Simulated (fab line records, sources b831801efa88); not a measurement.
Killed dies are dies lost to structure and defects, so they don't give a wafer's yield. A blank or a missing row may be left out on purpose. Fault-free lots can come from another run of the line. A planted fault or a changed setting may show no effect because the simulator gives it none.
Struck lot and sound lot, side by side + flow sky130 + 15 out of 708 route steps
Sound: the wafers L174.3, L174.4, L174.5. Struck: wafers L179.1, L179.4, L179.6. At the end, the cause is stated.
Order at every step that has rows: each side's tool, ch and its chambers, its first start. Under that, the readings that differ: sound wafers + struck wafers + difference of the means + sigmas: that difference in standard deviations of wafers without a fault.
alike: words and numbers the same on both sides, and readings whose means are apart by under 2 such deviations; not compared: readings that were withheld, readings missing a value for some wafer, numbers with overlapping values and no deviation given by the record, and bounds like >300 which may hide the same value.
The two part at a step that has a row with sigmas, a row that says differs or no value, or rows on one side only. Non-overlapping numbers with no deviation appear without sigmas and do not part them. A reading missing from all wafers of one side parts the sides only when that side holds two or more wafers.

first, 2 steps without rows for these wafers: SKY_LDD_HVP_PEB_05; SKY_LDD_HVP_DEVELOP_06 (develop time 60 s).
SKY_LDD_HVP_OVL_MEAS_07:
  sound: overlay-02 at day 24 01:25; struck: overlay-02 at day 25 16:09
  alike: LDD_HVP_OVL
then, 1 step without rows for these wafers: SKY_LDD_HVP_IMPLANT_08.
SKY_LDD_HVP_STRIP_09: strips in O2/N2.
  sound on plasma asher-04 ch 0,1, day 24 01:37; struck on plasma asher-01 ch 0,1, day 25 16:20
  alike: drypump motor current A, oes product au, strip time to endpoint s
  not compared: rf hours counter h
SKY_LDD_HVP_TW_MEAS_10:
  sound: film metro-02 at day 24 01:42; struck: film metro-03 at day 25 16:26
  alike: LDD_HVP_TW
then, 6 steps without rows for these wafers: SKY_LDD_LDN_DEHYDRATE_00 (time 60 s); SKY_LDD_LDN_HMDS_01 (prime time 60 s); SKY_LDD_LDN_COAT_02 (resist thk 1140 nm); SKY_LDD_LDN_SOFTBAKE_03 (time 60 s); SKY_LDD_LDN_EXPOSE_04 (exposes mask LDNTM, target cd 700 nm); SKY_LDD_LDN_PEB_05.
SKY_LDD_LDN_DEVELOP_06: develop time 60 s.
  sound on litho track-04 ch 0, day 25 06:59; struck on litho track-02 ch 0, day 26 21:53
| reading              | sound             | struck            | difference | sigmas |
|----------------------|-------------------|-------------------|------------|--------|
| developer temp C (C) | 23.11 23.12 22.98 | 23.87 23.95 23.84 | +0.82      | +7     |
SKY_LDD_LDN_OVL_MEAS_07:
  sound: overlay-01 at day 25 07:05; struck: overlay-01 at day 26 22:02
  alike: LDD_LDN_OVL
-- the record jumps here: 22 days lie between the struck wafers' starts before and after (it left off in module LDD_LDN and takes up again in module PAD_OPEN, whose first step shown is number 708 of the route) --
SKY_PAD_OPEN_PROBE_99:
  sound: prober-01 at day 47 12:59; struck: prober-02 at day 48 14:55
  alike: killed_at_M0_to_M3, killed_at_M4_up, killed at contacts, killed at front end, killed at other, killed dies, killed open, killed short

== WHERE THEY PART ==
Within this record, at SKY_LDD_LDN_DEVELOP_06 only. Later steps at which nothing parts them and some readings are alike: SKY_LDD_LDN_OVL_MEAS_07, SKY_PAD_OPEN_PROBE_99.

WHY: what the simulator had put in
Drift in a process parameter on litho track-02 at SKY_LDD_LDN_DEVELOP_06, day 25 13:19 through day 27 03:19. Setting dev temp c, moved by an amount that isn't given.
